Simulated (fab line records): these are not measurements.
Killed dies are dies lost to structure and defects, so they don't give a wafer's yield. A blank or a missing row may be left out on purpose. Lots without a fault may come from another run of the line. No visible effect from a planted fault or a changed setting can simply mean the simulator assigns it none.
A lot that was struck, set against a sound lot / flow sky130 / 14 steps out of a route of 708
Sound: these wafers, L352.2, L352.3, L352.4. The struck wafers were L366.2, L366.4, L366.5. The cause is given at the end.
At each step with rows: each side's tool, then ch and its chambers, then its first start. Under that, the readings that differ: sound wafers / struck wafers / difference of the means / sigmas: that difference in standard deviations of wafers without a fault.
alike: words and numbers the same on both sides, and readings whose means are apart by under 2 such deviations; not compared: readings that were withheld, readings missing a value for some wafer, numbers with overlapping values and no deviation given by the record, and bounds like >300 which may hide the same value.
The two part at a step that has a row with sigmas, a row that says differs or no value, or rows on one side only. When numbers do not overlap yet have no deviation, they are printed without sigmas and do not part them. A reading missing from all wafers of one side parts the sides only when that side holds two or more wafers.

SKY_METAL5_SPUTTER_01: material TiN, target thk 20 nm, time 16.7 s.
  struck on pvd-sputter-01, day 48 20:14; sound on pvd-sputter-02, day 44 20:08
  alike: throttle-valve-pct
SKY_METAL5_SPUTTER_02: material AlCu, target thk 1150 nm, time 61.2 s.
  struck on pvd-sputter-01, day 48 20:16; sound on pvd-sputter-02, day 44 20:09
  alike: throttle-valve-pct
SKY_METAL5_SPUTTER_03: material Ti, target thk 5 nm, time 3.3 s.
  struck on pvd-sputter-01, day 48 20:19; sound on pvd-sputter-02, day 44 20:12
  alike: throttle-valve-pct
SKY_METAL5_SPUTTER_04: material TiN, target thk 70 nm, time 58.3 s.
  struck on pvd-sputter-01, day 48 20:20; sound on pvd-sputter-02, day 44 20:13
  alike: throttle-valve-pct
SKY_METAL5_RS_MEAS_05: a four-point-probe measurement.
  struck on film-metro-02, day 48 20:24; sound on film-metro-02, day 44 20:17
  alike: METAL5_ALCU_RS
SKY_METAL5_THK_MEAS_06: measures by xrf.
  struck on film-metro-02, day 48 20:31; sound on film-metro-02, day 44 20:24
  alike: METAL5_ALCU_THK
then, 6 steps without rows for these wafers: SKY_METAL5_DEHYDRATE_07 (time 60 s); SKY_METAL5_HMDS_08 (prime time 60 s); SKY_METAL5_COAT_09 (resist thk 1800 nm); SKY_METAL5_SOFTBAKE_10 (time 60 s); SKY_METAL5_EXPOSE_11 (exposes mask MM5, target cd 1600 nm); SKY_METAL5_PEB_12.
SKY_METAL5_DEVELOP_13: develop time 60 s.
  sound on litho-track-04 ch 0, day 45 16:52; struck on litho-track-02, day 49 13:26
  no value came back on the struck wafers for chill-plate-temp-C (C), develop-time-s (s); on the sound wafers chill-plate-temp-C (C) reads 23.06 23.00 22.90
SKY_METAL5_DESCUM_14: chemistry O2, time 11 s.
  sound on rie-metal-01 ch 0,1, day 45 16:59; struck on rie-metal-01 ch 0,1, day 49 13:34
  alike: drypump-motor-current-A, oes-product-au, temp-c
  not compared: rf-hours-counter-h

WHERE THEY PART
At SKY_METAL5_DEVELOP_13 and nowhere else, as far as this record goes. Later steps at which nothing parts them and some readings are alike: SKY_METAL5_DESCUM_14.

WHY: what the simulator had put in
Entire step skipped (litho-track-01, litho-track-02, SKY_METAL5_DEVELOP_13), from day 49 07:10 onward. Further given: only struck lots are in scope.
